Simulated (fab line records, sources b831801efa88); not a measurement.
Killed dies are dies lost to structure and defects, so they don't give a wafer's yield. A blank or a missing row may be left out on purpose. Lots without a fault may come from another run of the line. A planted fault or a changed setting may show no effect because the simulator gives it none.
Problem report in the 8D (eight disciplines) form, filled by code | flow sky130 | the parts of the form that need people (team, actions taken, sign-off) are left out

1. THE PROBLEM
dose_ions_cm2 at SKY_LDD_LDN_IMPLANT_09 reads a mean of 9.27e+12 on 6 wafers of 2 lots; wafers without a fault read 1.25e+13 with a standard deviation of 1.2e+10. That is -99 or more standard deviations from the usual mean.
First seen on wafer L515.2, day 27 03:08, on implanter-04. The record holds 18 wafers of 6 lots with a number at this step. Rule for "out", or "out of limits": more than 4 standard deviations from the usual mean. The other wafers with a number count as sound.

2. WHAT IT IS AND WHAT IT IS NOT
question                    | is                                | is not
which readings at this step | dose_ions_cm2, faraday_current_uA | -
which lots                  | L515, L516                        | L506, L511, L523, L526
which wafers of those lots  | all that have a number            | -
read on which tools         | implanter-04                      | implanter-01, implanter-02
when                        | from day 27 03:08                 | up to then (6 sound wafers); but 6 sound wafers of L523, L526 came after

3. SUSPECTS, AND WHAT RULES EACH OUT
Counting: a tool at a process step up to the reading stays a suspect if it ran every lot that is out and no sound lot after the first of them.
- implanter-04 at SKY_LDD_LDN_IMPLANT_09: kept. It ran every lot that is out, first L515 (day 27 03:08), and no sound lot after that; its last sound lot up to then is L511 (day 25 22:14). Its own readings are out on those wafers: dose_ions_cm2, faraday_current_uA.
Left after counting: implanter-04 at SKY_LDD_LDN_IMPLANT_09.

4. THE CAUSE (what the simulator had put in)
Process parameter drift: implanter-04, from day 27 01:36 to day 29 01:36, at SKY_LDD_LDN_IMPLANT_09. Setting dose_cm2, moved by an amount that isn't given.
Counting left only this tool.

5. THE CHAIN OF EFFECTS, in route order
Each row: a reading whose mean over the struck wafers that have a number lies more than 3 standard deviations from the usual. Only readings for which the record gives a usual standard deviation are gone through. hours: the time from each lot's start at the first step in this table that gives one to its start at this step, as a median over the lots. sigmas: the change in usual standard deviations.
hours | step                   | reading            | usual    | on struck wafers | change    | sigmas
0     | SKY_LDD_LDN_IMPLANT_09 | dose_ions_cm2      | 1.25e+13 | 9.27e+12         | -3.23e+12 | -99 or more
0     | SKY_LDD_LDN_IMPLANT_09 | faraday_current_uA | 70.6     | 53.1             | -17.5     | -13
The process steps in it:
- SKY_LDD_LDN_IMPLANT_09

6. WHAT WOULD HAVE CAUGHT IT SOONER
In this record the first reading out of limits was taken at day 27 03:08, 2 hours after the fault began at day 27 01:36.
